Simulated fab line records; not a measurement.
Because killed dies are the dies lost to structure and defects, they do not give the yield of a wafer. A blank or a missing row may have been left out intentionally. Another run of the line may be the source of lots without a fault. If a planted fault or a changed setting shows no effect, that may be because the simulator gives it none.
Comparing a struck lot with a sound one :: flow sky130 :: 36 out of 708 route steps
Sound: the wafers L625.2, L625.3, L625.5. Wafers struck: L634.1, L634.3, L634.4. The cause is named last.
Order at every step that has rows: each side's tool, ch and its chambers, its first start. Under that, the readings that differ: sound wafers :: struck wafers :: difference of the means :: sigmas: that difference in standard deviations of wafers without a fault.
alike: readings whose means differ by less than 2 such deviations, and words and numbers that are the same on both sides. not compared: withheld readings, readings that some wafer has no value for, bounds like >300 that may hide the same value, and numbers for which the record gives no deviation and whose values overlap.
A row with sigmas, a row that says differs or no value, or rows on one side alone: a step with any of these is where the two part. Numbers that have no deviation but don't overlap get no sigmas and don't part them. A reading that every wafer of one side lacks parts them only if that side has two wafers or more.

first, 10 steps without rows for these wafers: SKY_DNWELL_DEVELOP_06 (develop time 60 s); SKY_DNWELL_IMPLANT_07; SKY_DNWELL_STRIP_08 (strips in O2/N2); SKY_PWDE_DEHYDRATE_00 (time 60 s); SKY_PWDE_HMDS_01 (prime time 60 s); SKY_PWDE_COAT_02 (resist thk 3000 nm); SKY_PWDE_SOFTBAKE_03; SKY_PWDE_EXPOSE_04 (exposes mask PWDEM, target cd 840 nm); SKY_PWDE_PEB_05; SKY_PWDE_DEVELOP_06 (develop time 60 s).
SKY_PWDE_IMPLANT_08:
  sound on implanter-03 ch 0, day 4 08:59; struck on implanter-03 ch 0, day 6 07:35
reading: beam-energy-keV
sound: 150.03 150.04 149.98
struck: 182.47 182.43 182.44
difference: +32.43
sigmas: +99 or more

reading: model.implant.rp-nm (nm)
sound: 437 437 437
struck: 508.6 508.6 508.6
difference: +71.6
sigmas: 

reading: model.implant.drp-nm (nm)
sound: 97.97 97.97 97.97
struck: 105 105 105
difference: +7
sigmas: 
  alike: beam-on-s
then, 23 steps without rows for these wafers: SKY_PWDE_STRIP_09 (strips in O2/N2); SKY_NWELL_DEHYDRATE_03 (time 60 s); SKY_NWELL_HMDS_04 (prime time 60 s); SKY_NWELL_COAT_05 (resist thk 3000 nm); SKY_NWELL_SOFTBAKE_06; SKY_NWELL_EXPOSE_07 (exposes mask NWM, target cd 840 nm); SKY_NWELL_PEB_08; SKY_NWELL_DEVELOP_09 (develop time 60 s); SKY_NWELL_IMPLANT_11; SKY_NWELL_IMPLANT_12; SKY_NWELL_IMPLANT_13; SKY_NWELL_STRIP_14 (strips in O2/N2); SKY_NWELL_DEHYDRATE_16 (time 60 s); SKY_NWELL_HMDS_17 (prime time 60 s); SKY_NWELL_COAT_18 (resist thk 3000 nm); SKY_NWELL_SOFTBAKE_19; SKY_NWELL_EXPOSE_20 (exposes mask NWM COMPLEMENT, target cd 840 nm); SKY_NWELL_PEB_21; SKY_NWELL_DEVELOP_22 (develop time 60 s); SKY_NWELL_IMPLANT_24; SKY_NWELL_STRIP_25 (strips in O2/N2); SKY_NWELL_CLEAN_27 (cleans in SC1/SC2, time 150 s); SKY_NWELL_RTA_28 (time 30 s).
SKY_NWELL_RS_MEAS_31: the measuring method here is four-point-probe.
  sound: film-metro-04 at day 5 22:02; struck: film-metro-03 at day 8 00:37
reading: PWDE_RS (ohm/sq)
sound: 5274 5294 5282
struck: 5237 5216 5227
difference: -57
sigmas: -4
-- the record jumps here: 41 days lie between the struck wafers' starts before and after (it left off in module NWELL and takes up again in module PAD_OPEN, whose first step shown is number 708 of the route) --
SKY_PAD_OPEN_PROBE_99:
  sound: prober-02 at day 46 12:04; struck: prober-01 at day 48 15:58
reading: model.etest.res_p_drift_20v.line-ohm-um
sound: 1.152e+04 1.11e+04 1.108e+04
struck: 9136 8935 9068
difference: -2187
sigmas: 

reading: model.etest.res_p_drift_20v.rs-ohm-sq
sound: 9549 9207 9140
struck: 7501 7371 7526
difference: -1833
sigmas: 

reading: model.etest.res-pwde-under-gate.rs-ohm-sq
sound: 6244 6213 6283
struck: 6367 6320 6297
difference: +81
sigmas: 
  alike: killed_at_M0_to_M3, killed_at_M4_up, killed-at-contacts, killed-at-front-end, killed-at-other, killed-dies, killed-open, killed-short

## WHERE THEY PART
At SKY_PWDE_IMPLANT_08 first; at SKY_NWELL_RS_MEAS_31 last (within this record only). Later steps at which nothing parts them and some readings are alike: SKY_PAD_OPEN_PROBE_99.

WHY: the cause the simulator had injected
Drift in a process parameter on implanter-03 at SKY_PWDE_IMPLANT_08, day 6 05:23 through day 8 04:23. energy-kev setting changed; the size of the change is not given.
